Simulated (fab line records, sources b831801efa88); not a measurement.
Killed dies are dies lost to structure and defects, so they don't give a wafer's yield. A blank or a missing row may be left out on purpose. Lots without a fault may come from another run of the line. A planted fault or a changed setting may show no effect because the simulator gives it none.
A struck lot beside a sound one | flow sky130 | 21 steps out of a route of 708
Sound: wafers L866.2, L866.3, L866.6. Struck: wafers L876.2, L876.3, L876.4. The cause comes at the end.
At each step with rows: each side's tool, then ch and its chambers, then its first start. Under that, the readings that differ: sound wafers | struck wafers | difference of the means | sigmas: that difference in standard deviations of wafers without a fault.
alike: readings whose means differ by less than 2 such deviations, and words and numbers that are the same on both sides. not compared: withheld readings, readings that some wafer has no value for, bounds like >300 that may hide the same value, and numbers for which the record gives no deviation and whose values overlap.
The two part at a step that has a row with sigmas, a row that says differs or no value, or rows on one side only. Numbers that don't overlap but have no deviation are shown without sigmas and don't part them. A reading that every wafer of one side lacks parts them only if that side has two wafers or more.

first, 1 step without rows for these wafers: SKY_FIELD_ISO_DEVELOP_12 (develop time 60 s).
SKY_FIELD_ISO_CD_MEAS_13: target cd 150 nm.
  sound on cd_sem-02, day 2 10:56; struck on cd_sem-01, day 4 14:46
  alike: cd_nm
SKY_FIELD_ISO_ETCH_14: etches BARC in N2/H2, stops on SiO2, time 45.9 s, target depth 60 nm.
  sound on rie_diel-04 ch 0,1,2, day 2 11:02; struck on rie_diel-03 ch 0,2,3, day 4 14:52
  alike: drypump_motor_current_A, h2_flow_sccm, oes_product_au, throttle_valve_pct
  not compared: rf_hours_counter_h
SKY_FIELD_ISO_ETCH_15: etches the open film in CHF3/O2, stops on Si, target depth 180 nm, time 72 s.
  sound on rie_diel-04 ch 0,1,2, day 2 11:05; struck on rie_diel-03 ch 0,2,3, day 4 14:54
  alike: drypump_motor_current_A, oes_product_au, throttle_valve_pct
  not compared: rf_hours_counter_h
SKY_FIELD_ISO_STRIP_16: strips in O2/N2.
  sound on plasma_asher-04 ch 0,1, day 2 11:10; struck on plasma_asher-04 ch 0,1, day 4 14:58
  alike: drypump_motor_current_A, oes_product_au, strip_time_to_endpoint_s
  not compared: rf_hours_counter_h
SKY_FIELD_ISO_ETCH_17: etches Si in HBr/Cl2/O2, target depth 342 nm, time 97.7 s.
  sound on rie_si-02 ch 1,3, day 2 11:16; struck on rie_si-02 ch 0,2,3, day 4 15:04
  alike: drypump_motor_current_A, oes_product_au, throttle_valve_pct
  not compared: rf_hours_counter_h
then, 5 steps without rows for these wafers: SKY_FIELD_ISO_WET_ETCH_18 (etches Si3N4 in H3PO4, target depth 25 nm, time 286 s); SKY_FIELD_ISO_CLEAN_19 (cleans in SC1/SC2, time 150 s); SKY_FIELD_ISO_CLEAN_20 (cleans in dHF, time 20 s); SKY_FIELD_ISO_WET_ETCH_21 (etches SiO2 in dHF, target depth 20 nm, time 400 s); SKY_FIELD_ISO_OXIDATION_22 (stabilise 600 s, purge 300 s, target thk 10 nm).
SKY_FIELD_ISO_THK_MEAS_23:
  sound on film_metro-02, day 2 16:53; struck on film_metro-02, day 4 17:05
  alike: FIELD_ISO_OXIDATION_01_THK
SKY_FIELD_ISO_CVD_24: deposits SiO2, target thk 595 nm, time 99.2 s.
  sound on hdpcvd-01 ch 0,1,2, day 2 16:56; struck on hdpcvd-01 ch 0,1,2, day 4 17:08
  reading                                    | sound             | struck          | difference | sigmas
  model.SiO2_of_FIELD_ISO_CVD_24.thk_nm (nm) | 582.9 583.9 590.6 | 408 402.6 405.8 | -180       |
  alike: pressure_mtorr
SKY_FIELD_ISO_THK_MEAS_25:
  sound on film_metro-01, day 2 17:01; struck on film_metro-02, day 4 17:13
  reading                   | sound       | struck      | difference | sigmas
  FIELD_ISO_CVD_24_THK (nm) | 583 584 590 | 408 403 406 | -180       | -25
then, 1 step without rows for these wafers: SKY_FIELD_ISO_ANNEAL_26 (time 1800 s).
SKY_FIELD_ISO_CMP_27: polishes, stops on Si3N4, t overpolish 16 s, target thk 457.8 nm.
  sound on cmp-02 ch 0,1,2, day 2 19:54; struck on cmp-01 ch 1,2,3, day 4 18:46
  reading                | sound       | struck   | difference | sigmas
  time_to_endpoint_s (s) | 108 117 111 | 75 75 75 | -37        | -9
  alike: motor_current_A, retaining_ring_pressure_frac
then, 2 steps without rows for these wafers: SKY_FIELD_ISO_WET_ETCH_28 (etches SiO2 in dHF, target depth 23.7 nm, time 47 s); SKY_FIELD_ISO_WET_ETCH_29 (etches Si3N4 in H3PO4, target depth 160 nm, time 1825 s).
SKY_FIELD_ISO_WET_ETCH_30: etches SiO2 in dHF, target depth 25 nm, time 50 s.
  sound on wet_bench-02 ch 2, day 2 21:15; struck on wet_bench-02 ch 0, day 4 19:37
  reading                                    | sound             | struck            | difference | sigmas
  model.SiO2_of_FIELD_ISO_CVD_24.thk_nm (nm) | 404.4 406.4 404.4 | 355.2 349.6 353.1 | -52.4      |
then, 1 step without rows for these wafers: SKY_NWELL_CLEAN_00 (cleans in SC1/SC2, time 150 s).
-- the record jumps here: 44 days lie between the struck wafers' starts before and after (it left off in module NWELL and takes up again in module PAD_OPEN, whose first step shown is number 708 of the route) --
SKY_PAD_OPEN_PROBE_99:
  sound on prober-01, day 47 00:50; struck on prober-02, day 49 00:12
  reading             | sound    | struck      | difference | sigmas
  killed_at_front_end | 20 15 6  | 261 279 261 | +253       | +56
  killed_at_other     | 0 1 0    | 1 2 3       | +2         | +3
  killed_dies         | 87 80 80 | 331 347 328 | +253       | +28
  killed_on_rim       | 16 14 11 | 94 95 94    | +81        | +22
  alike: killed_at_M0_to_M3, killed_at_M4_up, killed_at_contacts, killed_open, killed_short

WHERE THEY PART
First at SKY_FIELD_ISO_THK_MEAS_25; last, within this record, at SKY_PAD_OPEN_PROBE_99.

WHY: what the simulator had put in
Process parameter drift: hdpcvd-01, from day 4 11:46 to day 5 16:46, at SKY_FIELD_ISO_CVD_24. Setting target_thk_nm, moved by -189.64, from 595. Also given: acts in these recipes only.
